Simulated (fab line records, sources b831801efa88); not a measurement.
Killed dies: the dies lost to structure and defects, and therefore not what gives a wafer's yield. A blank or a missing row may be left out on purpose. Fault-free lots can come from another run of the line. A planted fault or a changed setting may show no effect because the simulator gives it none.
Which tool is to blame? | flow gf180mcu | 12 lots with 36 wafers sampled at 4 steps, on a route of 602 steps

== WHAT EACH GAUGE READ, for each wafer ==
GF_POLY_GATE_THK_MEAS_17. Usual: for POLY_GATE_OXIDATION_THK the level is 4.03 nm and the standard deviation is 0.085.
lot  | measured     | on            | POLY_GATE_OXIDATION_THK (nm) | flag
L347 | day 9 21:02  | film-metro-04 | 4.04 4.04 4.05               |
L349 | day 9 21:02  | film-metro-02 | 4.01 4.04 4.04               |
L348 | day 9 21:03  | film-metro-03 | 4.04 4.14 4.05               |
L346 | day 9 23:25  | film-metro-04 | 4.03 4.04 4.08               |
L352 | day 10 10:16 | film-metro-04 | 4.07 4.05 4.10               |
L353 | day 10 18:18 | film-metro-04 | 3.95 3.97 3.96               |
L354 | day 10 22:42 | film-metro-04 | 3.98 3.97 4.07               |
L355 | day 11 07:35 | film-metro-04 | 4.11 3.98 4.02               |
L363 | day 13 12:55 | film-metro-03 | 3.95 4.00 3.95               |
L366 | day 14 15:46 | film-metro-04 | 4.07 4.00 4.02               |
L367 | day 14 21:25 | film-metro-03 | 4.04 4.11 4.06               |
L369 | day 15 12:31 | film-metro-02 | 4.02 4.03 3.99               |

GF_V1_BOW_MEAS_05. Usual: for V1_BOW the level is 81 um and the standard deviation is 8.2.
lot  | measured     | on            | V1_BOW (um) | flag
L347 | day 17 21:45 | film-metro-02 | 83 73 92    |
L349 | day 17 19:15 | film-metro-01 | 75 88 78    |
L348 | day 17 22:22 | film-metro-02 | 88 89 66    |
L346 | day 18 01:53 | film-metro-01 | 76 78 92    |
L352 | day 18 17:11 | film-metro-01 | 83 87 82    |
L353 | day 19 01:46 | film-metro-02 | 90 90 87    |
L354 | day 19 05:52 | film-metro-04 | 81 79 83    |
L355 | day 19 21:02 | film-metro-02 | 71 74 71    |
L363 | day 22 13:07 | film-metro-01 | 77 78 81    |
L366 | day 23 18:10 | film-metro-04 | 103 88 90   |
L367 | day 24 00:42 | film-metro-04 | 81 82 88    |
L369 | day 24 16:19 | film-metro-04 | 89 82 77    |

== WHICH TOOL RAN EACH LOT (tool, then ch and the chambers of the sampled wafers, then the start) ==
lot  | GF_CONTACT_ETCH_17                 | GF_CONTACT_STRIP_18
L347 | rie-diel-04 ch 1,2,3, day 16 18:00 | plasma-asher-04 ch 1, day 16 18:18
L349 | rie-diel-04 ch 1,3, day 16 15:00   | plasma-asher-04 ch 0,1, day 16 16:05
L348 | rie-diel-01 ch 0,1,2, day 16 18:00 | plasma-asher-01 ch 0,1, day 16 18:24
L346 | rie-diel-04 ch 0,2,3, day 16 22:00 | plasma-asher-01 ch 0,1, day 16 22:15
L352 | rie-diel-01 ch 1,3, day 17 13:00   | plasma-asher-04 ch 0,1, day 17 13:29
L353 | rie-diel-03 ch 0,1,2, day 17 22:00 | plasma-asher-01 ch 0,1, day 17 22:48
L354 | rie-diel-01 ch 0,2, day 18 02:00   | plasma-asher-02 ch 0,1, day 18 02:18
L355 | rie-diel-04 ch 2,3, day 18 16:00   | plasma-asher-01 ch 0, day 18 16:22
L363 | rie-diel-04 ch 0,1, day 21 11:00   | plasma-asher-01 ch 0,1, day 21 11:53
L366 | rie-diel-03 ch 0,2, day 22 17:00   | plasma-asher-04 ch 0,1, day 22 17:36
L367 | rie-diel-03 ch 0,2,3, day 22 23:00 | plasma-asher-04 ch 0,1, day 23 00:03
L369 | rie-diel-03 ch 0,1, day 23 15:00   | plasma-asher-04 ch 0,1, day 23 15:23
- GF_CONTACT_ETCH_17: etches SiO2 in C4F8/O2/Ar, stops on CoSi2, target depth 860 nm.
- GF_CONTACT_STRIP_18: strips in O2/N2.

== AS READ BY THE TOOLS THEMSELVES (means over the sampled wafers that have a number; for cases with no such wafer, the mark the record gives instead) ==
GF_CONTACT_ETCH_17. Usual: bias-w 1200 W, standard deviation 3.3; oes-product-au 0.816 a.u., standard deviation 0.0049.
lot  | tool        | bias-w (W) | oes-product-au (a.u.) | flag
L347 | rie-diel-04 | 1199       | 0.815                 |
L349 | rie-diel-04 | 1201       | 0.815                 |
L348 | rie-diel-01 | 1201       | 0.814                 |
L346 | rie-diel-04 | 1200       | 0.815                 |
L352 | rie-diel-01 | 1202       | 0.814                 |
L353 | rie-diel-03 | 1200       | 0.814                 |
L354 | rie-diel-01 | 1199       | 0.817                 |
L355 | rie-diel-04 | 1201       | 0.817                 |
L363 | rie-diel-04 | 1201       | 0.818                 |
L366 | rie-diel-03 | 1201       | 0.820                 |
L367 | rie-diel-03 | 1200       | 0.815                 |
L369 | rie-diel-03 | 1198       | 0.820                 |

GF_CONTACT_STRIP_18. Usual: drypump-motor-current-A 5.7 A, standard deviation 0.46; heater-power-w 327 W, standard deviation 35; oes-product-au 0.580 a.u., standard deviation 0.0052; platen-temp-c 249.98 C, standard deviation 0.18.
lot  | tool            | drypump-motor-current-A (A) | heater-power-w (W) | oes-product-au (a.u.) | platen-temp-c (C) | flag
L347 | plasma-asher-04 | 5.9                         | 334                | 0.577                 | 250.09            |
L349 | plasma-asher-04 | 5.9                         | 331                | 0.578                 | 249.83            |
L348 | plasma-asher-01 | 5.1                         | 307                | 0.577                 | 250.03            |
L346 | plasma-asher-01 | 5.1                         | 306                | 0.583                 | 249.89            |
L352 | plasma-asher-04 | 5.9                         | 332                | 0.583                 | 250.00            |
L353 | plasma-asher-01 | 5.1                         | 303                | 0.577                 | 249.89            |
L354 | plasma-asher-02 | 6.1                         | 394                | 0.579                 | 250.01            |
L355 | plasma-asher-01 | 5.2                         | 313                | 0.581                 | 250.04            |
L363 | plasma-asher-01 | 5.1                         | 307                | 0.597                 | 249.84            | OFF
L366 | plasma-asher-04 | 6.0                         | 320                | 0.585                 | 249.87            |
L367 | plasma-asher-04 | 6.0                         | 312                | 0.583                 | 249.95            |
L369 | plasma-asher-04 | 6.0                         | 320                | 0.577                 | 249.94            |

== THE ANSWER, worked out from the rows above alone ==
Rule: lot off if the mean of its wafers having a number is beyond 3 standard deviations from the usual mean. A lot without any number at a reading at which 4 lots or more have one is off too. Where the step has rows for the other lots, those lots are counted as sound. Order of review: gauges by route order, followed by the tools' own readings, for which a lot's mean as printed above is used. The first step at which some lot is off is used, and at that step the reading that is off furthest; a lot without a number counts as furthest.
Off: L363 (GF_CONTACT_STRIP_18, oes-product-au).
A tool fits if, at that step or a process step before it, it ran every lot that is off, and no sound lot after the first of them. 2 tools fit, rie-diel-04 at GF_CONTACT_ETCH_17 and plasma-asher-01 at GF_CONTACT_STRIP_18, so this cannot tell which one it is.

== WHAT THE SIMULATOR HAD INSERTED ==
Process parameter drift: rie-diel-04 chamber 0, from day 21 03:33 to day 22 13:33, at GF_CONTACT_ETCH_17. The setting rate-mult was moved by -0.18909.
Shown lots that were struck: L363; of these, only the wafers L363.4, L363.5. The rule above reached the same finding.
